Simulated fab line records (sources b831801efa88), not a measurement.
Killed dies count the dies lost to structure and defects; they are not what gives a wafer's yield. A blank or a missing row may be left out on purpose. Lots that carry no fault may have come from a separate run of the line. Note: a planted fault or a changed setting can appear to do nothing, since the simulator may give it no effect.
Which of the tools did it? | flow gf180mcu | 12 lots, 36 wafers sampled, at 3 steps of a route of 602

## WHAT THE GAUGES READ, wafer by wafer
GF_M2_OVL_MEAS_15. Usual: for M2_OVL the level is -1 nm and the standard deviation is 5.2.
lot  | measured     | on         | M2_OVL (nm) | flag
L271 | day 18 23:40 | overlay-02 | -8 -2 -9    |
L273 | day 19 15:56 | overlay-01 | 2 -5 -3     |
L274 | day 20 07:28 | overlay-02 | -6 -5 -3    |
L275 | day 20 15:02 | overlay-01 | -3 -4 -3    |
L284 | day 24 05:58 | overlay-01 | -2 1 0      |
L285 | day 24 12:11 | overlay-02 | 5 5 2       |
L287 | day 25 10:44 | overlay-01 | 13 7 4      |
L290 | day 25 21:52 | overlay-02 | 8 6 8       |
L291 | day 26 03:17 | overlay-01 | 3 -2 -3     |
L292 | day 26 11:37 | overlay-01 | -8 -2 -1    |
L293 | day 26 18:46 | overlay-02 | -7 -11 -12  |
L294 | day 27 02:04 | overlay-01 | 1 5 -5      |

## WHICH TOOL RAN EACH LOT (tool, then ch and the chambers of the sampled wafers, then the start)
lot  | GF_SALICIDE_SPUTTER_02       | GF_V1_SPUTTER_21
L271 | pvd_sputter-04, day 15 00:21 | pvd_sputter-02, day 18 00:16
L273 | pvd_sputter-01, day 15 14:24 | pvd_sputter-02, day 18 15:32
L274 | pvd_sputter-04, day 16 04:35 | pvd_sputter-02, day 19 07:08
L275 | pvd_sputter-02, day 16 12:00 | pvd_sputter-01, day 19 14:41
L284 | pvd_sputter-02, day 20 02:01 | pvd_sputter-01, day 23 06:40
L285 | pvd_sputter-01, day 20 08:44 | pvd_sputter-02, day 23 12:19
L287 | pvd_sputter-04, day 20 22:19 | pvd_sputter-03, day 24 00:52
L290 | pvd_sputter-02, day 21 20:57 | pvd_sputter-03, day 24 23:38
L291 | pvd_sputter-02, day 22 03:50 | pvd_sputter-03, day 25 05:25
L292 | pvd_sputter-01, day 22 13:53 | pvd_sputter-02, day 25 13:14
L293 | pvd_sputter-02, day 22 21:36 | pvd_sputter-03, day 25 21:07
L294 | pvd_sputter-04, day 23 05:33 | pvd_sputter-01, day 26 04:20
- GF_SALICIDE_SPUTTER_02: material Co, target thk 10 nm, time 20 s.
- GF_V1_SPUTTER_21: material Ti, target thk 15 nm, time 80.02 s.

## WHAT THE TOOLS THEMSELVES READ (means of the sampled wafers that have a number; where no wafer has one, the mark that the record gives instead)
GF_SALICIDE_SPUTTER_02. Usual: throttle_valve_pct reads 29.9 % (standard deviation 1.2).
lot  | tool           | throttle_valve_pct (%) | flag
L271 | pvd_sputter-04 | 29.3                   |
L273 | pvd_sputter-01 | 30.3                   |
L274 | pvd_sputter-04 | 29.2                   |
L275 | pvd_sputter-02 | 28.3                   |
L284 | pvd_sputter-02 | 29.8                   |
L285 | pvd_sputter-01 | 29.7                   |
L287 | pvd_sputter-04 | 30.2                   |
L290 | pvd_sputter-02 | 30.5                   |
L291 | pvd_sputter-02 | 31.2                   |
L292 | pvd_sputter-01 | 30.3                   |
L293 | pvd_sputter-02 | 30.4                   |
L294 | pvd_sputter-04 | 29.8                   |

GF_V1_SPUTTER_21. Usual: throttle_valve_pct reads 30.0 % (standard deviation 1.2).
lot  | tool           | throttle_valve_pct (%) | flag
L271 | pvd_sputter-02 | 29.5                   |
L273 | pvd_sputter-02 | 29.1                   |
L274 | pvd_sputter-02 | 30.6                   |
L275 | pvd_sputter-01 | 29.8                   |
L284 | pvd_sputter-01 | 29.9                   |
L285 | pvd_sputter-02 | 29.8                   |
L287 | pvd_sputter-03 | 31.6                   |
L290 | pvd_sputter-03 | 30.6                   |
L291 | pvd_sputter-03 | 30.5                   |
L292 | pvd_sputter-02 | 29.9                   |
L293 | pvd_sputter-03 | 30.5                   |
L294 | pvd_sputter-01 | 30.1                   |

## THE ANSWER, worked out from the rows above alone
Rule: a lot counts as off when the mean over its wafers that have a number is more than 3 standard deviations away from the usual mean. Also off: a lot with no number at a reading for which 4 or more lots have one. The other lots that the step has rows for count as sound. After the gauges, taken in route order, come the tools' own readings; for these a lot's mean is taken, as printed above. At the first step where some lot is off, the reading lying furthest off is the one used; lots without a number count as furthest.
Across all readings shown, no lot is off: no conclusion can be drawn from this.

## WHAT THE SIMULATOR PUT IN
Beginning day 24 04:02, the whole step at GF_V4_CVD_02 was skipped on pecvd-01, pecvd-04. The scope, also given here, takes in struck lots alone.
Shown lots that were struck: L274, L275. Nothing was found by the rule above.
